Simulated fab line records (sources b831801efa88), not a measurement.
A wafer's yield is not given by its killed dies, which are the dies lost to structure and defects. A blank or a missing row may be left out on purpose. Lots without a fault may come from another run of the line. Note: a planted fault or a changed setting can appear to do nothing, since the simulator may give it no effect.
What tool caused it? | flow sky130 | 72 wafers from 24 lots sampled at 6 of the route's 708 steps

## WHAT EACH GAUGE READ, for each wafer
SKY_VIA1_RS_MEAS_22: measures by four-point-probe. Usual: VIA1_W_RS gives 0.426 ohm/sq (standard deviation 0.0069).
lot  | measured     | on           | VIA1_W_RS (ohm/sq) | flag
L074 | day 34 05:13 | filmMetro-03 | 0.425 0.425 0.433  | 
L075 | day 34 11:46 | filmMetro-03 | 0.429 0.432 0.426  | 
L076 | day 34 11:50 | filmMetro-01 | 0.428 0.432 0.410  | 
L077 | day 35 05:26 | filmMetro-03 | 0.433 0.431 0.429  | 
L078 | day 35 10:18 | filmMetro-01 | 0.419 0.431 0.422  | 
L079 | day 35 20:38 | filmMetro-01 | 0.417 0.430 0.417  | 
L080 | day 35 23:37 | filmMetro-02 | 0.417 0.421 0.420  | 
L081 | day 36 03:35 | filmMetro-01 | 0.425 0.426 0.423  | 
L082 | day 36 14:47 | filmMetro-02 | 0.429 0.436 0.435  | 
L083 | day 36 22:01 | filmMetro-02 | 0.423 0.423 0.428  | 
L085 | day 37 05:20 | filmMetro-02 | 0.429 0.431 0.428  | 
L084 | day 37 07:01 | filmMetro-01 | 0.433 0.422 0.428  | 
L086 | day 37 14:28 | filmMetro-03 | 0.431 0.417 0.414  | 
L087 | day 37 22:20 | filmMetro-01 | 0.430 0.426 0.432  | 
L088 | day 38 02:31 | filmMetro-02 | 0.419 0.429 0.432  | 
L089 | day 38 13:17 | filmMetro-03 | 0.413 0.412 0.420  | 
L090 | day 39 00:28 | filmMetro-02 | 0.432 0.434 0.433  | 
L091 | day 39 18:28 | filmMetro-03 | 0.427 0.429 0.428  | 
L093 | day 39 20:00 | filmMetro-02 | 0.427 0.425 0.411  | 
L092 | day 39 20:41 | filmMetro-01 | 0.433 0.431 0.433  | 
L094 | day 39 23:23 | filmMetro-01 | 0.431 0.436 0.429  | 
L095 | day 40 10:44 | filmMetro-01 | 0.413 0.419 0.431  | 
L096 | day 40 17:37 | filmMetro-01 | 0.411 0.426 0.423  | 
L097 | day 40 23:32 | filmMetro-02 | 0.431 0.427 0.427  | 

SKY_VIA2_BOW_MEAS_03. Usual: VIA2_BOW gives 87 um (standard deviation 7.6).
lot  | measured     | on           | VIA2_BOW (um) | flag
L074 | day 35 09:25 | filmMetro-04 | 89 83 77      | 
L075 | day 35 13:54 | filmMetro-04 | 104 98 92     | 
L076 | day 35 14:17 | filmMetro-01 | 90 95 84      | 
L077 | day 36 08:44 | filmMetro-04 | 85 88 80      | 
L078 | day 36 15:20 | filmMetro-04 | 86 77 79      | 
L079 | day 37 01:28 | filmMetro-01 | 82 99 73      | 
L080 | day 37 04:02 | filmMetro-03 | 98 88 72      | 
L081 | day 37 07:47 | filmMetro-01 | 98 79 75      | 
L082 | day 37 18:38 | filmMetro-04 | 77 84 74      | 
L083 | day 38 00:43 | filmMetro-04 | 99 77 86      | 
L085 | day 38 08:22 | filmMetro-03 | 81 92 94      | 
L084 | day 38 11:10 | filmMetro-04 | 75 88 94      | 
L086 | day 38 18:01 | filmMetro-01 | 94 93 98      | 
L087 | day 39 04:55 | filmMetro-03 | 85 84 81      | 
L088 | day 39 05:46 | filmMetro-03 | 87 88 89      | 
L089 | day 39 15:21 | filmMetro-03 | 96 81 79      | 
L090 | day 40 07:22 | filmMetro-03 | 84 94 88      | 
L091 | day 40 20:34 | filmMetro-04 | 92 80 87      | 
L093 | day 40 22:31 | filmMetro-04 | 97 94 98      | 
L092 | day 40 22:55 | filmMetro-03 | 86 77 75      | 
L094 | day 41 02:00 | filmMetro-01 | 100 83 93     | 
L095 | day 41 12:55 | filmMetro-04 | 95 90 93      | 
L096 | day 41 20:09 | filmMetro-04 | 86 83 80      | 
L097 | day 42 01:13 | filmMetro-01 | 87 80 88      | 

SKY_VIA2_OVL_MEAS_13. Usual: VIA2_OVL gives 4 nm (standard deviation 5.4).
lot  | measured     | on         | VIA2_OVL (nm) | flag
L074 | day 36 11:44 | overlay-02 | 3 13 6        | 
L075 | day 36 16:02 | overlay-02 | 1 6 1         | 
L076 | day 36 17:19 | overlay-02 | 4 7 2         | 
L077 | day 37 10:42 | overlay-02 | -2 2 2        | 
L078 | day 37 16:55 | overlay-01 | 6 2 1         | 
L079 | day 38 03:07 | overlay-02 | 1 1 -6        | 
L080 | day 38 04:49 | overlay-01 | 3 -7 -5       | 
L081 | day 38 10:02 | overlay-01 | 2 -2 -1       | 
L082 | day 38 20:02 | overlay-02 | 5 3 3         | 
L083 | day 39 02:03 | overlay-02 | -4 -2 5       | 
L085 | day 39 09:42 | overlay-01 | 0 5 -3        | 
L084 | day 39 11:38 | overlay-01 | 13 5 5        | 
L086 | day 39 18:45 | overlay-02 | 0 -6 -6       | 
L087 | day 40 05:43 | overlay-02 | 5 10 12       | 
L088 | day 40 06:25 | overlay-01 | 8 4 13        | 
L089 | day 40 16:19 | overlay-02 | 0 4 2         | 
L090 | day 41 07:20 | overlay-01 | -3 2 -2       | 
L091 | day 41 20:19 | overlay-01 | 6 7 6         | 
L093 | day 41 22:32 | overlay-01 | 4 3 1         | 
L092 | day 41 22:39 | overlay-02 | 14 11 13      | 
L094 | day 42 01:46 | overlay-01 | 7 8 17        | 
L095 | day 42 12:06 | overlay-01 | 4 -2 2        | 
L096 | day 42 19:31 | overlay-01 | 9 5 -3        | 
L097 | day 43 00:33 | overlay-01 | 5 -2 2        | 

SKY_VIA2_THK_MEAS_23: measures by xrf. Usual: VIA2_W_THK gives 428 nm (standard deviation 9.2).
lot  | measured     | on           | VIA2_W_THK (nm) | flag
L074 | day 36 12:46 | filmMetro-04 | 421 422 416     | 
L075 | day 36 17:05 | filmMetro-03 | 428 427 429     | 
L076 | day 36 18:22 | filmMetro-04 | 411 419 426     | 
L077 | day 37 12:20 | filmMetro-01 | 432 426 425     | 
L078 | day 37 18:01 | filmMetro-03 | 442 439 428     | 
L079 | day 38 04:12 | filmMetro-01 | 417 417 417     | 
L080 | day 38 05:52 | filmMetro-01 | 430 421 423     | 
L081 | day 38 11:05 | filmMetro-01 | 433 423 435     | 
L082 | day 38 21:05 | filmMetro-04 | 440 431 430     | 
L083 | day 39 03:09 | filmMetro-03 | 433 435 427     | 
L085 | day 39 10:45 | filmMetro-03 | 435 434 422     | 
L084 | day 39 12:46 | filmMetro-01 | 427 439 437     | 
L086 | day 39 19:51 | filmMetro-04 | 411 411 411     | 
L087 | day 40 06:46 | filmMetro-03 | 428 433 429     | 
L088 | day 40 07:28 | filmMetro-01 | 427 425 429     | 
L089 | day 40 17:52 | filmMetro-04 | 420 424 423     | 
L090 | day 41 08:23 | filmMetro-04 | 430 429 423     | 
L091 | day 41 21:22 | filmMetro-04 | 441 418 425     | 
L093 | day 41 23:38 | filmMetro-04 | 433 432 426     | 
L092 | day 41 23:44 | filmMetro-03 | 454 419 448     | 
L094 | day 42 02:49 | filmMetro-03 | 433 436 446     | 
L095 | day 42 13:09 | filmMetro-04 | 451 431 452     | 
L096 | day 42 20:35 | filmMetro-03 | 437 432 442     | 
L097 | day 43 01:37 | filmMetro-01 | 416 436 420     | 

## WHICH TOOL RAN EACH LOT (tool, then ch and the chambers of the sampled wafers, then the start)
lot  | SKY_METAL1_SPUTTER_00       | SKY_VIA2_ETCH_14
L074 | pvdSputter-02, day 31 20:25 | rieDiel-03 ch 1,2,3, day 36 11:46
L075 | pvdSputter-04, day 32 02:20 | rieDiel-01 ch 0,2, day 36 16:04
L076 | pvdSputter-01, day 32 03:19 | rieDiel-03 ch 0,2,3, day 36 17:21
L077 | pvdSputter-02, day 32 21:04 | rieDiel-03 ch 1,2,3, day 37 10:44
L078 | pvdSputter-02, day 33 03:41 | rieDiel-03 ch 0,2,3, day 37 16:56
L079 | pvdSputter-02, day 33 15:05 | rieDiel-01 ch 0,2, day 38 03:09
L080 | pvdSputter-04, day 33 17:24 | rieDiel-01 ch 0,3, day 38 04:50
L081 | pvdSputter-02, day 33 20:54 | rieDiel-01 ch 0,1,3, day 38 10:05
L082 | pvdSputter-04, day 34 07:33 | rieDiel-03 ch 1,2, day 38 20:05
L083 | pvdSputter-04, day 34 16:22 | rieDiel-04 ch 0,1,2, day 39 02:05
L085 | pvdSputter-01, day 35 00:53 | rieDiel-04 ch 0,1,2, day 39 09:44
L084 | pvdSputter-02, day 35 01:11 | rieDiel-04 ch 0,1,3, day 39 11:41
L086 | pvdSputter-04, day 35 07:23 | rieDiel-04 ch 0,1,3, day 39 18:47
L087 | pvdSputter-04, day 35 14:57 | rieDiel-01 ch 0,1,3, day 40 05:45
L088 | pvdSputter-04, day 35 19:22 | rieDiel-03 ch 0,1,3, day 40 06:28
L089 | pvdSputter-04, day 36 07:33 | rieDiel-04 ch 0,1,2, day 40 16:21
L090 | pvdSputter-01, day 36 20:35 | rieDiel-04 ch 1,2, day 41 07:23
L091 | pvdSputter-01, day 37 14:08 | rieDiel-04 ch 0,2,3, day 41 20:22
L093 | pvdSputter-01, day 37 15:23 | rieDiel-01 ch 1,2, day 41 22:34
L092 | pvdSputter-02, day 37 16:20 | rieDiel-03 ch 0,1,2, day 41 22:41
L094 | pvdSputter-02, day 37 19:11 | rieDiel-04 ch 1,2, day 42 01:47
L095 | pvdSputter-04, day 38 07:39 | rieDiel-03 ch 2,3, day 42 12:08
L096 | pvdSputter-04, day 38 13:59 | rieDiel-01 ch 1,2,3, day 42 19:34
L097 | pvdSputter-01, day 38 20:05 | rieDiel-04 ch 1,2,3, day 43 00:35
- SKY_METAL1_SPUTTER_00: material Ti, target thk 15 nm, time 10 s.
- SKY_VIA2_ETCH_14: etches BARC in N2/H2, stops on SiO2, time 45.9 s, target depth 60 nm.

## WHAT THE TOOLS THEMSELVES READ (means of the sampled wafers that have a number; where no wafer has one, the mark that the record gives instead)
SKY_METAL1_SPUTTER_00. Usual: chamberPressurePa 0.4000 Pa, standard deviation 0.00082; throttleValvePct 30.0 %, standard deviation 0.91.
lot  | tool          | chamberPressurePa (Pa) | throttleValvePct (%) | flag
L074 | pvdSputter-02 | 0.4003                 | 29.9                 | 
L075 | pvdSputter-04 | 0.4002                 | 30.6                 | 
L076 | pvdSputter-01 | 0.3990                 | 29.2                 | 
L077 | pvdSputter-02 | 0.4004                 | 29.5                 | 
L078 | pvdSputter-02 | 0.4002                 | 29.9                 | 
L079 | pvdSputter-02 | 0.3994                 | 29.7                 | 
L080 | pvdSputter-04 | 0.4006                 | 30.7                 | 
L081 | pvdSputter-02 | 0.4002                 | 29.5                 | 
L082 | pvdSputter-04 | 0.4003                 | 31.1                 | 
L083 | pvdSputter-04 | 0.3996                 | 30.1                 | 
L085 | pvdSputter-01 | 0.3992                 | 29.7                 | 
L084 | pvdSputter-02 | 0.4002                 | 30.5                 | 
L086 | pvdSputter-04 | 0.3999                 | 30.6                 | 
L087 | pvdSputter-04 | 0.4004                 | 30.1                 | 
L088 | pvdSputter-04 | 0.3995                 | 30.1                 | 
L089 | pvdSputter-04 | 0.3991                 | 31.1                 | 
L090 | pvdSputter-01 | 0.3999                 | 29.3                 | 
L091 | pvdSputter-01 | 0.3999                 | 29.6                 | 
L093 | pvdSputter-01 | 0.4000                 | 29.3                 | 
L092 | pvdSputter-02 | 0.4007                 | 30.1                 | 
L094 | pvdSputter-02 | 0.4012                 | 29.9                 | 
L095 | pvdSputter-04 | 0.3998                 | 30.1                 | 
L096 | pvdSputter-04 | 0.4006                 | 30.3                 | 
L097 | pvdSputter-01 | 0.4004                 | 29.3                 | 

SKY_VIA2_ETCH_14. Usual: drypumpMotorCurrentA 5.6 A, standard deviation 0.3; oesProductAu 0.856 a.u., standard deviation 0.0045; throttleValvePct 13.224 %, standard deviation 0.0091.
lot  | tool       | drypumpMotorCurrentA (A) | oesProductAu (a.u.) | throttleValvePct (%) | flag
L074 | rieDiel-03 | 5.9                      | 0.854               | 13.227               | 
L075 | rieDiel-01 | 5.8                      | 0.857               | 13.219               | 
L076 | rieDiel-03 | 5.7                      | 0.853               | 13.225               | 
L077 | rieDiel-03 | 5.9                      | 0.857               | 13.222               | 
L078 | rieDiel-03 | 5.7                      | 0.858               | 13.216               | 
L079 | rieDiel-01 | 5.7                      | 0.852               | 13.224               | 
L080 | rieDiel-01 | 5.7                      | 0.855               | 13.225               | 
L081 | rieDiel-01 | 5.6                      | 0.858               | 13.232               | 
L082 | rieDiel-03 | 6.0                      | 0.852               | 13.224               | 
L083 | rieDiel-04 | 5.2                      | 0.856               | 13.230               | 
L085 | rieDiel-04 | 5.3                      | 0.857               | 13.221               | 
L084 | rieDiel-04 | 5.2                      | 0.858               | 13.226               | 
L086 | rieDiel-04 | 5.2                      | 0.860               | 13.231               | 
L087 | rieDiel-01 | 5.6                      | 0.856               | 13.220               | 
L088 | rieDiel-03 | 5.9                      | 0.856               | 13.213               | 
L089 | rieDiel-04 | 5.2                      | 0.857               | 13.229               | 
L090 | rieDiel-04 | 5.3                      | 0.854               | 13.220               | 
L091 | rieDiel-04 | 5.3                      | 0.854               | 13.219               | 
L093 | rieDiel-01 | 5.6                      | 0.847               | 13.228               | 
L092 | rieDiel-03 | 5.9                      | 0.856               | 13.227               | 
L094 | rieDiel-04 | 5.2                      | 0.854               | 13.219               | 
L095 | rieDiel-03 | 5.7                      | 0.860               | 13.223               | 
L096 | rieDiel-01 | 5.7                      | 0.859               | 13.229               | 
L097 | rieDiel-04 | 5.3                      | 0.859               | 13.222               | 

## THE ANSWER, worked out from the rows above alone
Rule: a lot counts as off when the mean over its wafers that have a number is more than 3 standard deviations away from the usual mean. A lot without any number at a reading at which 4 lots or more have one is off too. Any other lot the step has rows for is counted as sound. The gauges are gone through in route order, then the tools' own readings, and for those a lot's mean is taken as printed above. At the first step where some lot is off, the reading lying furthest off is the one used; lots without a number count as furthest.
Across all readings shown, no lot is off: no conclusion can be drawn from this.

## WHAT THE SIMULATOR HAD INSERTED
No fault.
